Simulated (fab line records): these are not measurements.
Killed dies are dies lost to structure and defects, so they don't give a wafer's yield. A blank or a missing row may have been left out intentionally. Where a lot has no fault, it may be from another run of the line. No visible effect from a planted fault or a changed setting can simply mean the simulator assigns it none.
2 desks, one fault	flow sky130	numbers are kept per desk, each desk with only its own; the story behind them comes last

== METROLOGY DESK ==
What the gauges read for every lot (on any tool): the sampled wafers with a number, averaged. If a lot's mean is further than 4 standard deviations from the usual mean, the lot is out of limits and carries the mark OUT (the distance appears in the brackets).
Columns: A = LI_CONTACT_W_RS at SKY_LI_CONTACT_RS_MEAS_22, usual 0.288 ohm/sq; B = LI_CONTACT_W_THK at SKY_LI_CONTACT_THK_MEAS_23, usual 405 nm
lot	first seen here	A	B
L269	day 29 05:02	0.288	409
L270	day 29 23:37	0.281	410
L272	day 30 14:29	0.289	407
L271	day 30 16:56	0.287	411
L273	day 31 01:07	0.292	401
L274	day 31 08:49	0.286	406
L280	day 34 06:13	0.334 (+11) OUT	348 (-8.5) OUT
L282	day 34 08:07	0.332 (+11) OUT	349 (-8.4) OUT
L285	day 34 13:04	0.282	411
L286	day 34 18:05	0.286	401
L287	day 35 08:29	0.286	403
L288	day 35 10:42	0.288	402
L292	day 36 17:51	0.288	410
Finding of this desk: L280, L282 out of limits, first seen on L280 at day 34 06:13 (LI_CONTACT_W_RS at SKY_LI_CONTACT_RS_MEAS_22). L269, L270, L272, L271, L273, L274, L285, L286, L287, L288, L292: within limits.

== AT THE TOOL OWNER'S DESK: cvd-w-01 ==
The tool's own readings at SKY_LI_CONTACT_CVD_21 (deposits W, target thk 400 nm, time 120.56 s): means of the sampled wafers that have a number, for each lot that ran on this tool. If a lot's mean is further than 4 standard deviations from the usual mean, the lot is out of limits and carries the mark OUT (the distance appears in the brackets).
Columns: A = chamber-pressure-Torr at SKY_LI_CONTACT_CVD_21, usual 40.00 Torr; B = heater-power-w at SKY_LI_CONTACT_CVD_21, usual 887 W
lot	first seen here	A	B
L269	day 29 04:55	40.00	954
L272	day 30 14:21	39.94	978
L271	day 30 16:49	40.09	948
L273	day 31 00:58	39.94	961
L280	day 34 06:01	31.00 (-99) OUT	956
L282	day 34 07:52	30.82 (-99 or more) OUT	959
L292	day 36 17:42	39.95	961
This desk finds L280, L282 out of limits, L280 being first, at day 34 06:01 (chamber-pressure-Torr at SKY_LI_CONTACT_CVD_21). L269, L272, L271, L273, L292: within limits.

== TAKEN TOGETHER ==
The tool owner's desk could have raised an alarm at day 34 06:01, on L280, L282.
At day 34 06:13 the metrology desk could have sounded an alarm, on L280, L282.
All the named lots went through SKY_LI_CONTACT_CVD_21 on cvd-w-01.

== WHAT THE SIMULATOR PUT IN ==
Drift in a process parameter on cvd-w-01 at SKY_LI_CONTACT_CVD_21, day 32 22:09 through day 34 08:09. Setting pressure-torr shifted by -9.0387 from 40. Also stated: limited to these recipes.
Struck lots among those shown: L280, L282.
Counting hours from when the fault started, the first reading out of limits came at 32 for the tool owner's desk and at 32 for the metrology desk.
